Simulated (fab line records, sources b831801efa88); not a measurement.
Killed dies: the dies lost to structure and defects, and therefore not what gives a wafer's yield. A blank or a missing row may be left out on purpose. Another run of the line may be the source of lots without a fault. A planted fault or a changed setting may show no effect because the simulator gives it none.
Which tool did it?    flow sfq line    route of 325 steps, sampled at 1 step: 14 lots, 42 wafers

== WHAT EACH GAUGE READ, for each wafer ==
No reading from a measuring or inspecting step in the record can be judged against a usual standard deviation.

== WHICH TOOL RAN EACH LOT (tool, then ch and the chambers of the sampled wafers, then the start) ==
lot   SFQ_TRILAYER_M6_DEP_PRE_CLEAN_158
L449  pvd sputter-05, day 57 14:24
L451  pvd sputter-03, day 57 22:46
L454  pvd sputter-03, day 59 14:59
L455  pvd sputter-03, day 59 18:23
L456  pvd sputter-03, day 60 00:59
L457  pvd sputter-05, day 60 01:35
L459  pvd sputter-03, day 60 21:32
L461  pvd sputter-05, day 61 18:56
L462  pvd sputter-05, day 61 22:32
L463  pvd sputter-05, day 62 05:44
L464  pvd sputter-05, day 62 14:44
L465  pvd sputter-05, day 62 20:08
L467  pvd sputter-05, day 63 11:50
L471  pvd sputter-04, day 64 04:02
- SFQ_TRILAYER_M6_DEP_PRE_CLEAN_158: time 22.5 s.

== AS READ BY THE TOOLS THEMSELVES (means over the sampled wafers that have a number; for cases with no such wafer, the mark the record gives instead) ==
SFQ_TRILAYER_M6_DEP_PRE_CLEAN_158. Usual: bias v 249.8 V, standard deviation 2.5.
lot   tool            bias v (V)  flag
L449  pvd sputter-05  248.1       
L451  pvd sputter-03  250.2       
L454  pvd sputter-03  249.1       
L455  pvd sputter-03  249.1       
L456  pvd sputter-03  250.7       
L457  pvd sputter-05  250.0       
L459  pvd sputter-03  251.3       
L461  pvd sputter-05  -           OFF
L462  pvd sputter-05  -           OFF
L463  pvd sputter-05  249.0       
L464  pvd sputter-05  248.8       
L465  pvd sputter-05  246.6       
L467  pvd sputter-05  252.9       
L471  pvd sputter-04  249.7       

== THE ANSWER, worked out from the rows above alone ==
Rule: a lot is off if the mean of its wafers that have a number lies more than 3 standard deviations from the usual mean. A lot without any number at a reading at which 4 lots or more have one is off too. Any other lot the step has rows for is counted as sound. First the gauges in route order, then the tools' own readings, where a lot's mean is used as printed above. The first step at which some lot is off is used, and at that step the reading that is off furthest; a lot without a number counts as furthest.
Off: L461, L462 (SFQ_TRILAYER_M6_DEP_PRE_CLEAN_158, bias v). Without a number there: L461, L462.
If a tool, at that step or one of the process steps before it, ran each lot that is off and ran no sound lot following the first of them, it fits. Of those tried, none fits.

== WHAT WAS PUT IN BY THE SIMULATOR ==
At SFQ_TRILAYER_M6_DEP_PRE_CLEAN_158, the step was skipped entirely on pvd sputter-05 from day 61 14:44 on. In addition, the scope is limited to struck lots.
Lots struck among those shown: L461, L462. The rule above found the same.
